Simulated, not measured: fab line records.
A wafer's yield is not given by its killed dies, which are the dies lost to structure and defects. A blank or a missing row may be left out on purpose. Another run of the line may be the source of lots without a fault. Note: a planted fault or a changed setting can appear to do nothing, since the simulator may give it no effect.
Split-lot experiment | flow sky130 | 5 lots, 23 wafers read, on a route of 708 steps

THE SPLIT
At SKY_VIA4_SOFTBAKE_07 (time 60 s), the setting temp-c was moved away from the recipe's 90 C on 8 of the 23 wafers read, by -3.8% to +4.0%. The other wafers ran this setting at the recipe's value.

FROM THE SPLIT TO THE READING: what the file shows between them, 3 steps
- SKY_VIA4_EXPOSE_08: exposes mask VIM4, target cd 800 nm
- SKY_VIA4_PEB_09
- SKY_VIA4_DEVELOP_10: develop time 60 s

THE READING
NOVOLAK_of_VIA4_COAT_06.thk-nm (the simulator's own value, which no gauge read), in nm, at SKY_VIA4_ETCH_12 (etches SiO2 in C4F8/O2/Ar, stops on TiN, target depth 580 nm). The file gives no usual value for it. Across the 15 wafers here that went through the recipe, the average is 1007.3 nm and the standard deviation 4.1 nm.

wafer  | tool, chamber at the split | temp-c as run, C | against the recipe | NOVOLAK_of_VIA4_COAT_06.thk-nm, nm | against lot-mates on the recipe
L074.1 | litho-track-01, 0          | 90               | recipe             | 1004                               | -
L074.5 | litho-track-01, 0          | 90               | recipe             | 1004                               | -
L074.2 | litho-track-01, 0          | 90               | recipe             | 1001                               | -
L074.4 | litho-track-01, 0          | 86.54            | -3.8%              | 1014                               | +11.0
L074.6 | litho-track-01, 0          | 86.54            | -3.8%              | 1016                               | +13.0
L078.1 | litho-track-01, 0          | 90               | recipe             | 1004                               | -
L078.2 | litho-track-01, 0          | 91.14            | +1.3%              | 1002                               | -3.0
L078.3 | litho-track-01, 0          | 91.14            | +1.3%              | 997.1                              | -7.9
L078.5 | litho-track-01, 0          | 90               | recipe             | 1005                               | -
L078.6 | litho-track-01, 0          | 90               | recipe             | 1006                               | -
L079.1 | litho-track-01, 0          | 90               | recipe             | 1007                               | -
L079.5 | litho-track-01, 0          | 90               | recipe             | 1007                               | -
L079.4 | litho-track-01, 0          | 90               | recipe             | 1010                               | -
L080.1 | litho-track-02, 0          | 90               | recipe             | 1016                               | -
L080.2 | litho-track-02, 0          | 90               | recipe             | 1016                               | -
L080.4 | litho-track-02, 0          | 91.88            | +2.1%              | 1007                               | -7.0
L080.5 | litho-track-02, 0          | 90               | recipe             | 1010                               | -
L080.6 | litho-track-02, 0          | 91.88            | +2.1%              | 1006                               | -8.0
L082.2 | litho-track-03, 0          | 90               | recipe             | 1007                               | -
L082.3 | litho-track-03, 0          | 90               | recipe             | 1008                               | -
L082.4 | litho-track-03, 0          | 90               | recipe             | 1005                               | -
L082.5 | litho-track-03, 0          | 93.57            | +4.0%              | 995.3                              | -11.4
L082.6 | litho-track-03, 0          | 93.57            | +4.0%              | 995.3                              | -11.4

FIT RESULTS
A straight line over all 23 wafers: NOVOLAK_of_VIA4_COAT_06.thk-nm changes by -2.4 nm for each +1% of temp-c; r = -0.73; the points scatter about the line by 4.1 nm.
The same after taking each lot's own level away (the mean of its wafers on the recipe; 23 wafers): -3.11 nm for each +1%; r = -0.96; scatter 1.8 nm.
The reading moves by 12 nm for the largest change in temp-c, on that fit.
From 1003.00 to 1014.00 nm: that is the span of the lots' own levels, equal to 2.7 times the standard deviation above.
So the lot-to-lot level blurs the effect unless lot-mates are compared.
Check: for one of the wafers moved furthest among these (+4.0%), held out of the fit, the line's prediction against its lot-mates is -12.8 nm. It came out at -11.4 nm against them.

OTHER SPLITS APPLIED TO THESE WAFERS
These wafers also went through other splits before the reading. Each is held against what the fit with the lots' levels taken away leaves over:
other split on the same wafers  | wafers away from the commonest value | r with NOVOLAK_of_VIA4_COAT_06.thk-nm (lot level and that fit taken away)
SKY_CAP2M_COAT_07 resist-thk-nm | 5                                    | -0.20

THE WHOLE CHAIN: every reading that the file lists as answering this split, in the file's order
step                | what it does                                                 | reading                                                                         | change (the file's fit)              | r (the file's)
SKY_VIA4_DEVELOP_10 | develop time 60 s                                            | NOVOLAK_of_VIA4_COAT_06.thk-nm (the simulator's own value, which no gauge read) | -3 nm for each +1% of the setting    | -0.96
SKY_VIA4_ETCH_12    | etches SiO2 in C4F8/O2/Ar, stops on TiN, target depth 580 nm | NOVOLAK_of_VIA4_COAT_06.thk-nm (the simulator's own value, which no gauge read) | -3.12 nm for each +1% of the setting | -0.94

FILE'S OWN FIT
NOVOLAK_of_VIA4_COAT_06.thk-nm changes by -3.12 nm for each +1% of temp-c, r = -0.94.
